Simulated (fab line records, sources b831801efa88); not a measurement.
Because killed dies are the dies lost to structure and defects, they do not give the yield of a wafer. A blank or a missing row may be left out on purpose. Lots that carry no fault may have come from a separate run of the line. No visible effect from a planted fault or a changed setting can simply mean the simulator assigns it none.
fab line records ; flow sky130
[record] lots = 13; wafers = 39; last-day = 50
route steps=708 shown NWELL@60 SD_N@353 SD_P@359 LI_CONTACT@363 PAD_OPEN@708
lots untouched by any fault: they come from a run of this same line in which no faults occurred
start-h: hours from the record's first day to the start of the lot's first wafer shown ; wait-h: time in hours since the lot's previous step ; " the same as in the row above ; L1.1+2: a single row standing in for several wafers ; - either no value or no given start ; * or withheld: withheld ; < > ~ a bound
route shown NAME@n: names a module that has steps shown in the file, with the first one's number in the route ; usual: average and standard deviation across the fault-free wafers ; same: alike in all rows ; chamber/n: place in a boat ; sites: each site's reading ; _std_site: the standard deviation of these ; _edge_site: the outer-site mean with the inner-site mean subtracted ; radius-mm: how far each site lies from the wafer's centre ; mask NAME#n: copy n ; behind: the last tool/chamber to shape the wafer ; hold: why the lot was held/for how many hours/how that ended ; device: the n, p or np transistor that did not switch ; end of line: the same wafers' tests at the end of the route ; a step with no rows: only its recipe ; killed: dies that structure and defects cost at the first sort, which is not the same as the wafer's yield ; map: the dies of a wafer, with x for killed, . for not killed, _ for no die there
set.NAME: the run value of the setting; set.NAME@STEP: its run value at that earlier step ; model.NAME: the simulator's own value behind a step, which no gauge read
route steps across a sampled set of lots; one table per step, one row per wafer
services: a tool's chamber out of use, with start hour (start-h, from the record's first day; less than 0 if before it), hours out, and reason
[[steps]]
[step SKY_NWELL_EXPOSE_07]
[recipe] mask-id = NWM; na = 0.6; source-shape = conventional; sigma-outer = 0.6; polarization = unpolarized; target-cd-nm = 840; dose-mj = 255
lot.wafer;tool;chamber;start-h;wait-h;mask
L363.2+4+6;iline-stepper-01;0;78.94;-;NWM#0
L365.2+3+4;iline-stepper-02;0;89.54;-;NWM#0
L369.1+4+6;iline-stepper-02;0;117.70;-;NWM_R1#0
L371.2+4+5;iline-stepper-02;0;122.87;-;NWM#0
L377.1+5+6;iline-stepper-02;0;155.88;-;NWM#0
L378.1+4+5;iline-stepper-01;0;159.66;-;NWM#0
L379.1+4+5;iline-stepper-01;0;166.41;-;NWM#0
L380.2+3+5;iline-stepper-02;0;178.05;-;NWM#0
L382.3+4+6;iline-stepper-02;0;189.41;-;NWM#0
L383.1+4+5;iline-stepper-02;0;193.08;-;NWM#0
L384.1+5+6;iline-stepper-01;0;202.01;-;NWM#0
L385.2+3+6;iline-stepper-02;0;208.17;-;NWM#0
L386.1+4+6;iline-stepper-01;0;211.67;-;NWM#0
[step SKY_SD_N_STRIP_11]
[recipe] chemistry = O2/N2; power-w = 1400; pressure-mtorr = 1500; platen-temp-c = withheld; o2-flow-sccm = 3000; n2-flow-sccm = 300; overash-fraction = 0.5
[usual] drypump-motor-current-A = 5.5/0.4; n2-flow-sccm = 299.9/0.88; oes-product-au = 0.528/0.0042; strip-time-to-endpoint-s = 22.55/0.044
lot.wafer;tool;chamber;start-h;wait-h;drypump-motor-current-A;n2-flow-sccm;oes-product-au;rf-hours-counter-h;strip-time-to-endpoint-s
L363.2;plasma-asher-01;0;661.20;0.1;6.0;300.5;0.528;81;22.52
L363.4;plasma-asher-01;1;661.20;0.1;5.3;299.4;0.528;-;22.45
L363.6;plasma-asher-01;1;661.20;0.1;5.3;299.3;0.527;-;22.47
L365.2;plasma-asher-02;0;668.75;0.1;5.6;299.6;0.529;107;22.54
L365.3;plasma-asher-02;1;668.75;0.1;5.3;300.8;0.529;-;22.50
L365.4;plasma-asher-02;0;668.75;0.1;5.6;298.7;0.530;-;22.51
L369.1;plasma-asher-03;0;699.25;0.1;4.7;299.8;0.525;26;22.52
L369.4;plasma-asher-03;1;699.25;0.1;5.8;300.4;0.526;-;22.53
L369.6;plasma-asher-03;0;699.25;0.1;4.7;300.6;0.530;-;22.58
L371.2;plasma-asher-03;0;711.33;0.1;4.7;300.4;0.526;27;22.58
L371.4;plasma-asher-03;1;711.33;0.1;5.9;298.2;0.527;-;22.51
L371.5;plasma-asher-03;0;711.33;0.1;4.7;301.0;0.531;-;22.52
L377.1;plasma-asher-02;0;749.49;0.1;5.6;300.9;0.536;1;22.59
L377.5;plasma-asher-02;0;749.49;0.1;5.6;299.4;0.523;-;22.59
L377.6;plasma-asher-02;1;749.49;0.1;5.2;301.4;0.527;-;22.57
L378.1;plasma-asher-02;0;754.10;0.1;5.6;301.0;0.531;1;22.58
L378.4;plasma-asher-02;0;754.10;0.1;5.6;300.6;0.524;-;22.62
L378.5;plasma-asher-02;0;754.10;0.1;5.6;299.6;0.531;-;22.54
L379.1;plasma-asher-01;0;765.64;0.1;6.0;300.6;0.522;91;22.55
L379.4;plasma-asher-01;1;765.64;0.1;5.3;299.6;0.525;-;22.53
L379.5;plasma-asher-01;1;765.64;0.1;5.3;300.0;0.527;-;22.50
L380.2;plasma-asher-01;0;788.95;0.1;6.0;299.0;0.527;93;22.56
L380.3;plasma-asher-01;0;788.95;0.1;6.0;299.6;0.525;-;22.58
L380.5;plasma-asher-01;0;788.95;0.1;6.0;299.9;0.532;-;22.59
L382.3;plasma-asher-01;0;798.42;0.1;6.0;300.3;0.521;-;22.48
L382.4;plasma-asher-01;1;798.42;0.1;5.3;299.5;0.532;-;22.53
L382.6;plasma-asher-01;1;798.42;0.1;5.3;299.9;0.531;-;22.49
L383.1;plasma-asher-02;1;798.83;0.1;5.3;301.5;0.535;6;22.61
L383.4;plasma-asher-02;0;798.83;0.1;5.6;300.8;0.528;-;22.62
L383.5;plasma-asher-02;0;798.83;0.1;5.6;300.7;0.528;-;22.61
L384.1;plasma-asher-01;0;816.39;0.1;6.0;299.5;0.532;96;22.56
L384.5;plasma-asher-01;0;816.39;0.1;6.0;300.7;0.524;-;22.54
L384.6;plasma-asher-01;1;816.39;0.1;5.3;299.9;0.524;-;22.55
L385.2;plasma-asher-02;1;819.05;0.1;5.3;300.4;0.528;8;22.61
L385.3;plasma-asher-02;0;819.05;0.1;5.6;300.9;0.527;-;22.58
L385.6;plasma-asher-02;1;819.05;0.1;5.3;301.1;0.525;-;22.59
L386.1;plasma-asher-03;1;820.24;0.1;5.9;299.1;0.526;38;22.50
L386.4;plasma-asher-03;0;820.24;0.1;4.7;301.4;0.520;-;22.50
L386.6;plasma-asher-03;0;820.24;0.1;4.7;299.6;0.535;-;22.45
[step SKY_SD_N_RS_MEAS_17]
[recipe] thk-meas-gauge = four-point-probe
[usual] SD_P_RS = 147.2/0.4
lot.wafer;tool;chamber;start-h;wait-h;SD_P_RS[ohm/sq]
L363.2;film-metro-01;-;661.78;0.1;147.5
L363.4;film-metro-01;-;661.78;0.1;147.4
L363.6;film-metro-01;-;661.78;0.1;147.3
L365.2;film-metro-03;-;669.28;0.1;147.1
L365.3;film-metro-03;-;669.28;0.1;147.1
L365.4;film-metro-03;-;669.28;0.1;146.6
L369.1;film-metro-01;-;699.76;0.1;147.2
L369.4;film-metro-01;-;699.76;0.1;147.0
L369.6;film-metro-01;-;699.76;0.1;147.2
L371.2;film-metro-01;-;711.85;0.1;147.3
L371.4;film-metro-01;-;711.85;0.1;147.8
L371.5;film-metro-01;-;711.85;0.1;147.6
L377.1;film-metro-02;-;749.99;0.1;147.0
L377.5;film-metro-02;-;749.99;0.1;146.4
L377.6;film-metro-02;-;749.99;0.1;146.1
L378.1;film-metro-01;-;754.61;0.1;147.9
L378.4;film-metro-01;-;754.61;0.1;148.1
L378.5;film-metro-01;-;754.61;0.1;147.8
L379.1;film-metro-01;-;766.14;0.1;147.6
L379.4;film-metro-01;-;766.14;0.1;147.7
L379.5;film-metro-01;-;766.14;0.1;147.5
L380.2;film-metro-01;-;789.48;0.1;147.8
L380.3;film-metro-01;-;789.48;0.1;147.7
L380.5;film-metro-01;-;789.48;0.1;147.3
L382.3;film-metro-03;-;798.93;0.1;147.2
L382.4;film-metro-03;-;798.93;0.1;147.2
L382.6;film-metro-03;-;798.93;0.1;147.0
L383.1;film-metro-02;-;799.33;0.1;147.5
L383.4;film-metro-02;-;799.33;0.1;146.7
L383.5;film-metro-02;-;799.33;0.1;147.2
L384.1;film-metro-02;-;816.89;0.1;147.3
L384.5;film-metro-02;-;816.89;0.1;146.8
L384.6;film-metro-02;-;816.89;0.1;146.6
L385.2;film-metro-01;-;819.58;0.1;147.6
L385.3;film-metro-01;-;819.58;0.1;147.1
L385.6;film-metro-01;-;819.58;0.1;147.4
L386.1;film-metro-02;-;820.74;0.1;147.3
L386.4;film-metro-02;-;820.74;0.1;147.9
L386.6;film-metro-02;-;820.74;0.1;147.7
[step SKY_LI_CONTACT_THK_MEAS_01]
[recipe] reads = PSG_of_LI_CONTACT_HDPCVD_00
[usual] LI_CONTACT_HDPCVD_THK = 939/14
lot.wafer;tool;chamber;start-h;wait-h;LI_CONTACT_HDPCVD_THK[nm]
L363.2;film-metro-03;-;662.13;0.1;941
L363.4;film-metro-03;-;662.13;0.1;937
L363.6;film-metro-03;-;662.13;0.1;940
L365.2;film-metro-01;-;669.63;0.1;951
L365.3;film-metro-01;-;669.63;0.1;931
L365.4;film-metro-01;-;669.63;0.1;942
L369.1;film-metro-02;-;700.17;0.1;910
L369.4;film-metro-02;-;700.17;0.1;908
L369.6;film-metro-02;-;700.17;0.1;928
L371.2;film-metro-03;-;712.20;0.1;948
L371.4;film-metro-03;-;712.20;0.1;951
L371.5;film-metro-03;-;712.20;0.1;969
L377.1;film-metro-01;-;750.40;0.1;957
L377.5;film-metro-01;-;750.40;0.1;960
L377.6;film-metro-01;-;750.40;0.1;966
L378.1;film-metro-03;-;754.97;0.1;926
L378.4;film-metro-03;-;754.97;0.1;916
L378.5;film-metro-03;-;754.97;0.1;940
L379.1;film-metro-02;-;766.50;0.1;955
L379.4;film-metro-02;-;766.50;0.1;941
L379.5;film-metro-02;-;766.50;0.1;954
L380.2;film-metro-03;-;789.83;0.1;954
L380.3;film-metro-03;-;789.83;0.1;949
L380.5;film-metro-03;-;789.83;0.1;944
L382.3;film-metro-01;-;799.27;0.1;943
L382.4;film-metro-01;-;799.27;0.1;928
L382.6;film-metro-01;-;799.27;0.1;938
L383.1;film-metro-01;-;799.69;0.1;939
L383.4;film-metro-01;-;799.69;0.1;931
L383.5;film-metro-01;-;799.69;0.1;935
L384.1;film-metro-02;-;817.25;0.1;930
L384.5;film-metro-02;-;817.25;0.1;942
L384.6;film-metro-02;-;817.25;0.1;941
L385.2;film-metro-03;-;819.93;0.1;935
L385.3;film-metro-03;-;819.93;0.1;935
L385.6;film-metro-03;-;819.93;0.1;941
L386.1;film-metro-02;-;821.10;0.1;928
L386.4;film-metro-02;-;821.10;0.1;944
L386.6;film-metro-02;-;821.10;0.1;905
[step SKY_PAD_OPEN_PROBE_99]
[usual] killed_at_M0_to_M3 = 43/6.5; killed_at_M4_up = 3.3/2; killed-at-contacts = 24/5.2; killed-at-front-end = 16/4.2; killed-at-other = 0.3/0.6; killed-dies = 87/9.3; killed-open = 47/7.8; killed-short = 39/6.2
[same] gross-dies = 492; killed-at-back-side = 0
lot.wafer;tool;chamber;start-h;wait-h;killed_at_M0_to_M3;killed_at_M4_up;killed-at-contacts;killed-at-front-end;killed-at-other;killed-dies;killed-open;killed-short
L378.4;prober-02;-;1150.49;0.2;54;6;28;16;0;104;59;44
// killed by level:class
L378.4 VIA1:geometric-particle:open=14 VIA2:geometric-particle:open=10 CONTACT:geometric-particle:open=9 LI_CONTACT:geometric-particle:open=7 LOCAL_INTERCONNECT:geometric-particle:short=7 VIA3:geometric-particle:open=6 VIA1:geometric-particle:short=6 METAL4:geometric-particle:short=6
[[services]]
tool;chamber;start-h;hours;kind
iline-stepper-02;-;74.51;1.7;pm
iline-stepper-01;-;91.53;2.6;repair
iline-stepper-02;-;97.28;7.9;repair
iline-stepper-01;-;160.33;4.3;pm
plasma-asher-02;-;168.98;0.7;repair
iline-stepper-01;-;212.84;1.7;pm
plasma-asher-01;-;221.84;5.4;repair
iline-stepper-02;-;255.25;4.4;pm
plasma-asher-01;-;292.93;46.3;repair
iline-stepper-02;-;307.92;9.1;repair
plasma-asher-02;-;318.86;2.8;repair
iline-stepper-01;-;378.43;2.1;pm
iline-stepper-01;-;431.02;1.7;pm
plasma-asher-02;-;434.87;0.5;repair
iline-stepper-02;-;442.79;8.0;repair
iline-stepper-01;-;491.38;1.5;repair
iline-stepper-01;-;505.69;5.8;repair
iline-stepper-02;-;511.54;1.7;pm
plasma-asher-01;-;528.85;9.4;repair
plasma-asher-02;-;556.55;1.0;repair
plasma-asher-01;-;593.20;0.7;repair
iline-stepper-02;-;709.68;8.7;repair
iline-stepper-02;-;729.05;1.7;pm
iline-stepper-02;-;816.66;2.1;pm
[[key]]
[first-sign] step = SKY_NWELL_EXPOSE_07; reading = mask; direction = changed
effect none on later readings
met-at SKY_NWELL_EXPOSE_07
struck-lots L369
tester-left-out L369
not-acting-at SKY_SD_N_STRIP_11,SKY_SD_N_RS_MEAS_17,SKY_LI_CONTACT_THK_MEAS_01
onset-between 89.54 117.70
[fault] kind = wrong-mask; tool = any; chamber = -; onset-h = 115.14; steps = SKY_NWELL_EXPOSE_07; aux-copy = NWM_R1#0; cd-offset-nm = -101; scope = struck-lots-only
// tester-left-out: of these lots the tester's yield and bins aren't shown, on N5 and GAA mostly nor the transistor test; their killed dies are dies lost to structure and defects alone, not to doping, threshold or leakage, so they don't give the yield
